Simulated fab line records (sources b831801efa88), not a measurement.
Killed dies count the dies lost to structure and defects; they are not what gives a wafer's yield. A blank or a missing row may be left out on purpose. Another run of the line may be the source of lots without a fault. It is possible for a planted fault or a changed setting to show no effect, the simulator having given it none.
A lot that was struck, set against a sound lot -- flow sky130 -- 43 out of 708 route steps
Sound: wafers L315.2, L315.3, L315.6. Struck: wafer L328.2 (L328.1, L328.3, from the same lot, were not struck and are left out); the cause is given at the end.
Order at every step that has rows: each side's tool, ch and its chambers, its first start. Under that, the readings that differ: sound wafers -- struck wafers -- difference of the means -- sigmas: that difference in standard deviations of wafers without a fault.
alike: a reading whose means differ by less than 2 such deviations, as well as words and numbers matching on both sides. not compared: withheld readings; readings where some wafer has no value; bounds like >300 that might hide an equal value; numbers whose values overlap and for which the record gives no deviation.
Wherever a step has rows on one side only, a row that says differs or no value, or a row with sigmas, the two part there. When numbers do not overlap yet have no deviation, they are printed without sigmas and do not part them. A reading that every wafer of one side lacks parts them only if that side has two wafers or more.

first, 6 steps without rows for these wafers: SKY_VIA4_HMDS_05 (prime time 60 s); SKY_VIA4_COAT_06 (resist thk 1140 nm); SKY_VIA4_SOFTBAKE_07 (time 60 s); SKY_VIA4_EXPOSE_08 (exposes mask VIM4, target cd 800 nm); SKY_VIA4_PEB_09; SKY_VIA4_DEVELOP_10 (develop time 60 s).
SKY_VIA4_OVL_MEAS_11:
  struck on overlay-02, day 46 06:53; sound on overlay-01, day 42 12:17
  alike: VIA4_OVL
then, 5 steps without rows for these wafers: SKY_VIA4_ETCH_12 (etches SiO2 in C4F8/O2/Ar, stops on TiN, target depth 580 nm); SKY_VIA4_STRIP_13 (strips in O2/N2); SKY_VIA4_STRIP_14 (strips in post etch residue remover, time 1200 s); SKY_VIA4_CLEAN_15 (cleans in IPA, time 180 s); SKY_VIA4_CLEAN_16 (cleans in O3/DIW).
SKY_VIA4_SPUTTER_17: material TiN, target thk 20 nm, time 80 s.
  struck on pvdSputter-01, day 46 07:35; sound on pvdSputter-04, day 42 12:59
  alike: throttleValvePct
then, 1 step without rows for these wafers: SKY_VIA4_CVD_18 (deposits W, target thk 505 nm, time 152.14 s).
SKY_VIA4_RS_MEAS_19: measurement is done with a four-point probe.
  struck on filmMetro-01, day 46 07:48; sound on filmMetro-04, day 42 13:14
  alike: VIA4_W_RS
SKY_VIA4_THK_MEAS_20: measures by xrf.
  struck on filmMetro-01, day 46 07:55; sound on filmMetro-04, day 42 13:20
  alike: VIA4_W_THK
then, 2 steps without rows for these wafers: SKY_VIA4_CMP_21 (polishes, stops on SiO2, t overpolish 25 s, target thk 0 nm); SKY_METAL5_SPUTTER_00 (material Ti, target thk 15 nm, time 10 s).
SKY_METAL5_SPUTTER_01: material TiN, target thk 20 nm, time 16.7 s.
  struck on pvdSputter-02, day 46 08:41; sound on pvdSputter-02, day 42 13:43
  alike: throttleValvePct
then, 2 steps without rows for these wafers: SKY_METAL5_SPUTTER_02 (material AlCu, target thk 1150 nm, time 61.2 s); SKY_METAL5_SPUTTER_03 (material Ti, target thk 5 nm, time 3.3 s).
SKY_METAL5_SPUTTER_04: material TiN, target thk 70 nm, time 58.3 s.
  struck on pvdSputter-02, day 46 08:46; sound on pvdSputter-02, day 42 13:48
  alike: throttleValvePct
SKY_METAL5_RS_MEAS_05: measurement is done with a four-point probe.
  struck on filmMetro-03, day 46 08:49; sound on filmMetro-02, day 42 13:52
  alike: METAL5_ALCU_RS
SKY_METAL5_THK_MEAS_06: measures by xrf.
  struck on filmMetro-03, day 46 08:56; sound on filmMetro-02, day 42 13:59
  alike: METAL5_ALCU_THK
then, 8 steps without rows for these wafers: SKY_METAL5_DEHYDRATE_07 (time 60 s); SKY_METAL5_HMDS_08 (prime time 60 s); SKY_METAL5_COAT_09 (resist thk 1800 nm); SKY_METAL5_SOFTBAKE_10 (time 60 s); SKY_METAL5_EXPOSE_11 (exposes mask MM5, target cd 1600 nm); SKY_METAL5_PEB_12; SKY_METAL5_DEVELOP_13 (develop time 60 s); SKY_METAL5_DESCUM_14 (chemistry O2, time 11 s).
SKY_METAL5_METAL_ETCH_15: etches the open film in Cl2/BCl3, stops on SiO2, target depth 1260 nm, time 252 s.
  sound on rieMetal-02 ch 0,1, day 43 12:34; struck on rieMetal-01 ch 1, day 47 04:52
reading,sound,struck,difference,sigmas
drypumpMotorCurrentA (A),6.1 6.2 6.0,4.9,-1.2,-2
  alike: heBacksideLeakSccm, oesProductAu, throttleValvePct
  not compared: rfHoursCounterH
SKY_METAL5_STRIP_16: strips in O2/N2.
  sound on plasmaAsher-02 ch 0,1, day 43 12:49; struck on plasmaAsher-02 ch 0, day 47 05:05
  alike: drypumpMotorCurrentA, oesProductAu, stripTimeToEndpointS
  not compared: rfHoursCounterH
then, 4 steps without rows for these wafers: SKY_METAL5_STRIP_17 (strips in post etch residue remover, time 1200 s); SKY_METAL5_CLEAN_18 (cleans in IPA, time 180 s); SKY_METAL5_CLEAN_19 (cleans in O3/DIW); SKY_PASSIVATION_CVD_00 (deposits SiO2, target thk 90 nm).
SKY_PASSIVATION_THK_MEAS_01:
  struck on filmMetro-01, day 47 05:43; sound on filmMetro-02, day 43 13:27
  alike: PASSIVATION_CVD_00_THK
SKY_PASSIVATION_CVD_02: deposits Si3N4, target thk 540 nm.
  sound on pecvd-03 ch 0,2, day 43 13:30; struck on pecvd-03 ch 0, day 47 05:46
  alike: heaterPowerW
SKY_PASSIVATION_THK_MEAS_03:
  struck on filmMetro-01, day 47 06:07; sound on filmMetro-02, day 43 13:44
  alike: PASSIVATION_CVD_02_THK
then, 1 step without rows for these wafers: SKY_PASSIVATION_DEHYDRATE_04 (time 60 s).
SKY_PAD_OPEN_PROBE_99:
  struck on prober-02, day 48 22:16; sound on prober-02, day 45 12:12
reading,sound,struck,difference,sigmas
defectLimitedYield (%),83.3 80.3 80.1,70.9,-10.3,-5
killed_at_M4_up,3 3 1,62,+60,+35
killedAtContacts,25 30 34,18,-12,-2
killedDies,82 97 98,143,+51,+5
sort_bin_3_pad_short (%),1.6 1.2 1.4,3.7,+2.3,+5
sort_bin_5_function (%),9.8 11.8 12.6,17.5,+6.1,+4
sortNPass,410 395 394,349,-51,-5
sortYieldPct (%),83.3 80.3 80.1,70.9,-10.3,-5
model.etest.tester.sortNPass,410 395 394,349,-51,
model.etest.tester.sortYieldPct (%),83.33 80.28 80.08,70.94,-10.29,
model.etest.tester.sort_bin_5_pct (%),9.756 11.79 12.6,17.48,+6.10,
model.etest.tester.sort_bin_3_pct (%),1.626 1.22 1.423,3.659,+2.236,
  alike: killed_at_M0_to_M3, killedAtFrontEnd, killedAtOther, killedOnRim, killedOpen, killedShort, sort_bin_6_memory

WHERE THEY PART
First at SKY_METAL5_METAL_ETCH_15; last, within this record, at SKY_PAD_OPEN_PROBE_99.

WHY: whatever the simulator had introduced
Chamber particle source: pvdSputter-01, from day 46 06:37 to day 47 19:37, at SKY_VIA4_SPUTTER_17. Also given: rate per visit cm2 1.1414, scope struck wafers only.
